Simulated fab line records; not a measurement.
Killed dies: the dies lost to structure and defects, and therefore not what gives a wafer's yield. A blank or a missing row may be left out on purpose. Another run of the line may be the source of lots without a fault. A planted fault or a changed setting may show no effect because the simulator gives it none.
Which tool is to blame? / flow sfq-line / 40 wafers from 14 lots sampled at 4 of the route's 325 steps

## WHAT THE GAUGES READ, wafer by wafer
SFQ_I1_OVL_MEAS_913.
lot=L111; measured=day 17 07:56; on=overlay-02; I1_OVL (nm)=4 -1 3
lot=L112; measured=day 17 18:44; on=overlay-02; I1_OVL (nm)=-5 -4 -2
lot=L113; measured=day 18 12:45; on=overlay-02; I1_OVL (nm)=10 3 5
lot=L114; measured=day 19 02:56; on=overlay-02; I1_OVL (nm)=-6 -1 -4
lot=L115; measured=day 19 06:32; on=overlay-02; I1_OVL (nm)=18 16 18
lot=L116; measured=day 19 19:44; on=overlay-01; I1_OVL (nm)=-6 14 -4
lot=L117; measured=day 20 05:20; on=overlay-01; I1_OVL (nm)=-4 -16 -4
lot=L122; measured=day 21 22:08; on=overlay-01; I1_OVL (nm)=2 1 2
lot=L123; measured=day 22 02:56; on=overlay-01; I1_OVL (nm)=1 -4
lot=L126; measured=day 23 09:30; on=overlay-01; I1_OVL (nm)=7 4
lot=L128; measured=day 23 22:43; on=overlay-02; I1_OVL (nm)=0 -10 0
lot=L130; measured=day 24 13:06; on=overlay-02; I1_OVL (nm)=0 0 0
lot=L132; measured=day 25 02:26; on=overlay-01; I1_OVL (nm)=2 -7 -2
lot=L133; measured=day 25 08:25; on=overlay-01; I1_OVL (nm)=-9 3 -8

## WHAT TOOL EACH LOT RAN ON (gives the tool, then ch and the chambers of the sampled wafers, and finally the start)
lot=L111; SFQ_TRILAYER_L0_LITHO_PEB_008=litho-track-02 ch 0, day 2 23:59; SFQ_TRILAYER_L0_STRIP_STRIP_009=rie-metal-02 ch 0, day 3 00:29; SFQ_TRILAYER_M0_STRIP_STRIP_025=rie-metal-04 ch 0,1, day 7 08:22
lot=L112; SFQ_TRILAYER_L0_LITHO_PEB_008=litho-track-01 ch 0, day 3 05:59; SFQ_TRILAYER_L0_STRIP_STRIP_009=rie-metal-04 ch 0,1, day 3 06:23; SFQ_TRILAYER_M0_STRIP_STRIP_025=rie-metal-04 ch 0,1, day 7 13:10
lot=L113; SFQ_TRILAYER_L0_LITHO_PEB_008=litho-track-04 ch 0, day 3 12:02; SFQ_TRILAYER_L0_STRIP_STRIP_009=rie-metal-02 ch 0,1, day 3 12:35; SFQ_TRILAYER_M0_STRIP_STRIP_025=rie-metal-01 ch 0,1, day 8 00:10
lot=L114; SFQ_TRILAYER_L0_LITHO_PEB_008=litho-track-02 ch 0, day 3 16:47; SFQ_TRILAYER_L0_STRIP_STRIP_009=rie-metal-02 ch 0,1, day 3 17:13; SFQ_TRILAYER_M0_STRIP_STRIP_025=rie-metal-03 ch 0,1, day 8 08:22
lot=L115; SFQ_TRILAYER_L0_LITHO_PEB_008=litho-track-02 ch 0, day 3 21:36; SFQ_TRILAYER_L0_STRIP_STRIP_009=rie-metal-01 ch 0,1, day 3 21:59; SFQ_TRILAYER_M0_STRIP_STRIP_025=rie-metal-04 ch 0,1, day 8 11:58
lot=L116; SFQ_TRILAYER_L0_LITHO_PEB_008=litho-track-01 ch 0, day 4 06:45; SFQ_TRILAYER_L0_STRIP_STRIP_009=rie-metal-02 ch 0,1, day 4 07:10; SFQ_TRILAYER_M0_STRIP_STRIP_025=rie-metal-03 ch 0,1, day 8 20:22
lot=L117; SFQ_TRILAYER_L0_LITHO_PEB_008=litho-track-02 ch 0, day 4 12:47; SFQ_TRILAYER_L0_STRIP_STRIP_009=rie-metal-04 ch 0,1, day 4 13:10; SFQ_TRILAYER_M0_STRIP_STRIP_025=rie-metal-04 ch 0,1, day 9 02:28
lot=L122; SFQ_TRILAYER_L0_LITHO_PEB_008=litho-track-02 ch 0, day 5 15:11; SFQ_TRILAYER_L0_STRIP_STRIP_009=rie-metal-02 ch 0,1, day 5 15:34; SFQ_TRILAYER_M0_STRIP_STRIP_025=rie-metal-01 ch 0,1, day 10 11:10
lot=L123; SFQ_TRILAYER_L0_LITHO_PEB_008=litho-track-02 ch 0, day 5 19:59; SFQ_TRILAYER_L0_STRIP_STRIP_009=rie-metal-01 ch 0, day 5 20:22; SFQ_TRILAYER_M0_STRIP_STRIP_025=rie-metal-03 ch 0,1, day 10 13:34
lot=L126; SFQ_TRILAYER_L0_LITHO_PEB_008=litho-track-02 ch 0, day 6 09:56; SFQ_TRILAYER_L0_STRIP_STRIP_009=rie-metal-02 ch 1, day 6 10:19; SFQ_TRILAYER_M0_STRIP_STRIP_025=rie-metal-04 ch 0, day 11 02:46
lot=L128; SFQ_TRILAYER_L0_LITHO_PEB_008=litho-track-04 ch 0, day 6 18:23; SFQ_TRILAYER_L0_STRIP_STRIP_009=rie-metal-01 ch 0,1, day 6 18:55; SFQ_TRILAYER_M0_STRIP_STRIP_025=rie-metal-01 ch 0,1, day 11 11:22
lot=L130; SFQ_TRILAYER_L0_LITHO_PEB_008=litho-track-01 ch 0, day 7 05:08; SFQ_TRILAYER_L0_STRIP_STRIP_009=rie-metal-02 ch 0,1, day 7 05:31; SFQ_TRILAYER_M0_STRIP_STRIP_025=rie-metal-03 ch 0,1, day 12 05:02
lot=L132; SFQ_TRILAYER_L0_LITHO_PEB_008=litho-track-01 ch 0, day 7 15:44; SFQ_TRILAYER_L0_STRIP_STRIP_009=rie-metal-02 ch 0,1, day 7 16:08; SFQ_TRILAYER_M0_STRIP_STRIP_025=rie-metal-04 ch 0,1, day 12 18:10
lot=L133; SFQ_TRILAYER_L0_LITHO_PEB_008=litho-track-01 ch 0, day 7 19:18; SFQ_TRILAYER_L0_STRIP_STRIP_009=rie-metal-02 ch 0,1, day 7 19:43; SFQ_TRILAYER_M0_STRIP_STRIP_025=rie-metal-04 ch 0,1, day 12 21:46
- SFQ_TRILAYER_L0_LITHO_PEB_008: peb time 60 s.
- SFQ_TRILAYER_L0_STRIP_STRIP_009: strips in O2.
- SFQ_TRILAYER_M0_STRIP_STRIP_025: strips in O2.

## WHAT THE TOOLS THEMSELVES READ (means of the sampled wafers that have a number; where no wafer has one, the mark that the record gives instead)
SFQ_TRILAYER_L0_LITHO_PEB_008.
lot=L111; tool=litho-track-02; chill-plate-temp-C (C)=22.98; heater-power-total-W (W)=79.16
lot=L112; tool=litho-track-01; chill-plate-temp-C (C)=23.13; heater-power-total-W (W)=79.14
lot=L113; tool=litho-track-04; chill-plate-temp-C (C)=23.07; heater-power-total-W (W)=79.23
lot=L114; tool=litho-track-02; chill-plate-temp-C (C)=22.96; heater-power-total-W (W)=79.15
lot=L115; tool=litho-track-02; chill-plate-temp-C (C)=22.95; heater-power-total-W (W)=79.18
lot=L116; tool=litho-track-01; chill-plate-temp-C (C)=23.07; heater-power-total-W (W)=79.15
lot=L117; tool=litho-track-02; chill-plate-temp-C (C)=22.96; heater-power-total-W (W)=79.15
lot=L122; tool=litho-track-02; chill-plate-temp-C (C)=22.94; heater-power-total-W (W)=79.85
lot=L123; tool=litho-track-02; chill-plate-temp-C (C)=22.81; heater-power-total-W (W)=79.69
lot=L126; tool=litho-track-02; chill-plate-temp-C (C)=23.13; heater-power-total-W (W)=79.68
lot=L128; tool=litho-track-04; chill-plate-temp-C (C)=23.13; heater-power-total-W (W)=79.14
lot=L130; tool=litho-track-01; chill-plate-temp-C (C)=23.03; heater-power-total-W (W)=79.12
lot=L132; tool=litho-track-01; chill-plate-temp-C (C)=22.84; heater-power-total-W (W)=79.18
lot=L133; tool=litho-track-01; chill-plate-temp-C (C)=23.02; heater-power-total-W (W)=79.21

SFQ_TRILAYER_L0_STRIP_STRIP_009.
lot=L111; tool=rie-metal-02; drypump-motor-current-A (A)=6.3; he-backside-leak-sccm (sccm)=3.4; oes-product-au (a.u.)=1.006
lot=L112; tool=rie-metal-04; drypump-motor-current-A (A)=6.0; he-backside-leak-sccm (sccm)=3.3; oes-product-au (a.u.)=1.006
lot=L113; tool=rie-metal-02; drypump-motor-current-A (A)=6.0; he-backside-leak-sccm (sccm)=3.2; oes-product-au (a.u.)=1.004
lot=L114; tool=rie-metal-02; drypump-motor-current-A (A)=6.0; he-backside-leak-sccm (sccm)=3.3; oes-product-au (a.u.)=1.000
lot=L115; tool=rie-metal-01; drypump-motor-current-A (A)=5.2; he-backside-leak-sccm (sccm)=3.6; oes-product-au (a.u.)=1.006
lot=L116; tool=rie-metal-02; drypump-motor-current-A (A)=6.0; he-backside-leak-sccm (sccm)=3.3; oes-product-au (a.u.)=0.999
lot=L117; tool=rie-metal-04; drypump-motor-current-A (A)=6.0; he-backside-leak-sccm (sccm)=3.3; oes-product-au (a.u.)=1.017
lot=L122; tool=rie-metal-02; drypump-motor-current-A (A)=6.0; he-backside-leak-sccm (sccm)=3.1; oes-product-au (a.u.)=0.985
lot=L123; tool=rie-metal-01; drypump-motor-current-A (A)=5.0; he-backside-leak-sccm (sccm)=3.5; oes-product-au (a.u.)=1.006
lot=L126; tool=rie-metal-02; drypump-motor-current-A (A)=5.8; he-backside-leak-sccm (sccm)=3.2; oes-product-au (a.u.)=1.008
lot=L128; tool=rie-metal-01; drypump-motor-current-A (A)=5.2; he-backside-leak-sccm (sccm)=3.6; oes-product-au (a.u.)=1.003
lot=L130; tool=rie-metal-02; drypump-motor-current-A (A)=6.0; he-backside-leak-sccm (sccm)=3.2; oes-product-au (a.u.)=0.999
lot=L132; tool=rie-metal-02; drypump-motor-current-A (A)=6.1; he-backside-leak-sccm (sccm)=3.1; oes-product-au (a.u.)=1.003
lot=L133; tool=rie-metal-02; drypump-motor-current-A (A)=6.2; he-backside-leak-sccm (sccm)=3.2; oes-product-au (a.u.)=1.002

SFQ_TRILAYER_M0_STRIP_STRIP_025.
lot=L111; tool=rie-metal-04; drypump-motor-current-A (A)=5.9; he-backside-leak-sccm (sccm)=3.03; oes-product-au (a.u.)=1.021
lot=L112; tool=rie-metal-04; drypump-motor-current-A (A)=5.9; he-backside-leak-sccm (sccm)=3.16; oes-product-au (a.u.)=1.024
lot=L113; tool=rie-metal-01; drypump-motor-current-A (A)=5.4; he-backside-leak-sccm (sccm)=3.83; oes-product-au (a.u.)=1.006
lot=L114; tool=rie-metal-03; drypump-motor-current-A (A)=6.0; he-backside-leak-sccm (sccm)=3.23; oes-product-au (a.u.)=1.002
lot=L115; tool=rie-metal-04; drypump-motor-current-A (A)=5.9; he-backside-leak-sccm (sccm)=3.55; oes-product-au (a.u.)=1.017
lot=L116; tool=rie-metal-03; drypump-motor-current-A (A)=5.5; he-backside-leak-sccm (sccm)=3.13; oes-product-au (a.u.)=1.000
lot=L117; tool=rie-metal-04; drypump-motor-current-A (A)=6.0; he-backside-leak-sccm (sccm)=3.20; oes-product-au (a.u.)=1.013
lot=L122; tool=rie-metal-01; drypump-motor-current-A (A)=5.4; he-backside-leak-sccm (sccm)=3.53; oes-product-au (a.u.)=1.000
lot=L123; tool=rie-metal-03; drypump-motor-current-A (A)=5.8; he-backside-leak-sccm (sccm)=3.24; oes-product-au (a.u.)=1.006
lot=L126; tool=rie-metal-04; drypump-motor-current-A (A)=6.1; he-backside-leak-sccm (sccm)=3.37; oes-product-au (a.u.)=1.006
lot=L128; tool=rie-metal-01; drypump-motor-current-A (A)=5.4; he-backside-leak-sccm (sccm)=3.44; oes-product-au (a.u.)=0.992
lot=L130; tool=rie-metal-03; drypump-motor-current-A (A)=6.1; he-backside-leak-sccm (sccm)=3.22; oes-product-au (a.u.)=1.005
lot=L132; tool=rie-metal-04; drypump-motor-current-A (A)=5.9; he-backside-leak-sccm (sccm)=3.31; oes-product-au (a.u.)=1.010
lot=L133; tool=rie-metal-04; drypump-motor-current-A (A)=6.0; he-backside-leak-sccm (sccm)=3.15; oes-product-au (a.u.)=1.020

## THE ANSWER, worked out from the rows above alone
Rule: what is usual is taken from the lots themselves. The widest of any qualifying gaps counts: lots, ordered by their means at a reading, are off when they make up no more than a third of the lots, leave a main group of 4 or more, and stand apart from it by 3 or more times the standard deviation of that group's means. Not used: any main group whose means are identical at the precision the tables above print for the reading. A lot without any number at a reading at which 4 lots or more have one is off too. All remaining lots with rows at the step are treated as sound. After the gauges, taken in route order, come the tools' own readings; for these a lot's mean is taken, as printed above. The first step at which some lot is off is used, and at that step the reading that is off furthest; a lot without a number counts as furthest.
Off: L122, L123, L126 (SFQ_TRILAYER_L0_LITHO_PEB_008, heater-power-total-W). The main group: mean 79.16 W, standard deviation 0.031.
A tool fits if, at that step or a process step before it, it ran every lot that is off, and no sound lot after the first of them. One candidate fits, namely litho-track-02 at SFQ_TRILAYER_L0_LITHO_PEB_008. A fault onset in the window from L117 (day 4 12:47, its last sound lot) to L122 (day 5 15:11, its first lot off) fits.
The tool's own readings at SFQ_TRILAYER_L0_LITHO_PEB_008 bear it out: on the lots that are off they differ by more than 5 times the standard deviation of the sound lots' means. heater-power-total-W reads 79.74 W there against 79.16 W on the sound lots.

## WHAT THE SIMULATOR HAD PUT IN
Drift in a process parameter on litho-track-02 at SFQ_TRILAYER_L0_LITHO_PEB_008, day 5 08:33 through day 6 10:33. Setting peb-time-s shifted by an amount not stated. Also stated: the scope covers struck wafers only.
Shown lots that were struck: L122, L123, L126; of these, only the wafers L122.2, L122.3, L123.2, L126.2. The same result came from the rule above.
